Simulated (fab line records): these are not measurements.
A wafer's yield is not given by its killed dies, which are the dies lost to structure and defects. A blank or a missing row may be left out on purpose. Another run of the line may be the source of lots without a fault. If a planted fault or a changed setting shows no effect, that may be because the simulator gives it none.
One fault seen from 2 desks ; flow sky130 ; what lay behind the numbers comes last; until then each desk has only its own

AT THE METROLOGY DESK
What the gauges read, lot by lot, whatever tool the lot ran on: means of the sampled wafers that have a number. If a lot's mean is further than 4 standard deviations from the usual mean, the lot is out of limits and carries the mark OUT (the distance appears in the brackets).
Columns: A = SD_N_RS at SKY_SD_N_RS_MEAS_16, usual 68.51 ohm/sq; B = cd nm at SKY_CONTACT_CD_MEAS_14, usual 170.0 nm
lot;first seen here;A;B
L206;day 28 05:46;68.46;171.3
L207;day 28 18:29;68.56;168.1
L212;day 30 23:07;68.58;171.6
L211;day 30 23:44;68.51;170.7
L215;day 31 20:33;68.55;170.2
L216;day 32 03:14;68.44;170.6
L222;day 33 20:11;65.37 (-31) OUT;171.4
L223;day 33 23:27;65.38 (-31) OUT;168.6
L226;day 35 08:29;68.57;169.3
L227;day 35 08:47;68.48;170.3
L228;day 35 09:12;68.46;169.4
Finding of this desk: L222, L223 out of limits, first seen on L222 at day 33 20:11 (SD_N_RS at SKY_SD_N_RS_MEAS_16). L206, L207, L212, L211, L215, L216, L226, L227, L228 stayed within limits.

DESK OF THE TOOL OWNER: implanter-01
For each lot that ran on this tool, the mean over its sampled wafers that have a number, from the tool's own readings at SKY_SD_N_IMPLANT_09. If a lot's mean is further than 4 standard deviations from the usual mean, the lot is out of limits and carries the mark OUT (the distance appears in the brackets).
Columns: A = beam on s at SKY_SD_N_IMPLANT_09, usual 19.1 s; B = dose ions cm2 at SKY_SD_N_IMPLANT_09, usual 4e+15
lot;first seen here;A;B
L206;day 28 05:05;20.0;4e+15
L216;day 32 02:31;19.3;4e+15
L222;day 33 19:29;29.9 (+19) OUT;6e+15 (+99 or more) OUT
L223;day 33 22:46;29.7 (+18) OUT;6e+15 (+99 or more) OUT
This desk's finding: out of limits on L222, L223; first on L222, day 33 19:29 (beam on s at SKY_SD_N_IMPLANT_09). L206, L216 stayed within limits.

ALL TOGETHER
The tool owner's desk could have raised an alarm at day 33 19:29, on L222, L223.
Metrology desk: alarm possible at day 33 20:11 on L222, L223.
The lots listed all ran SKY_SD_N_IMPLANT_09 on implanter-01.

WHAT HAD BEEN PUT IN BY THE SIMULATOR
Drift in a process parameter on implanter-01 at SKY_SD_N_IMPLANT_09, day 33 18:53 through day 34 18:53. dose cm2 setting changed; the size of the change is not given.
Lots struck among those shown: L222, L223.
Delay (hours) between the fault's onset and each desk's first out-of-limits reading: 1 at the tool owner's desk, 1 at the metrology desk.
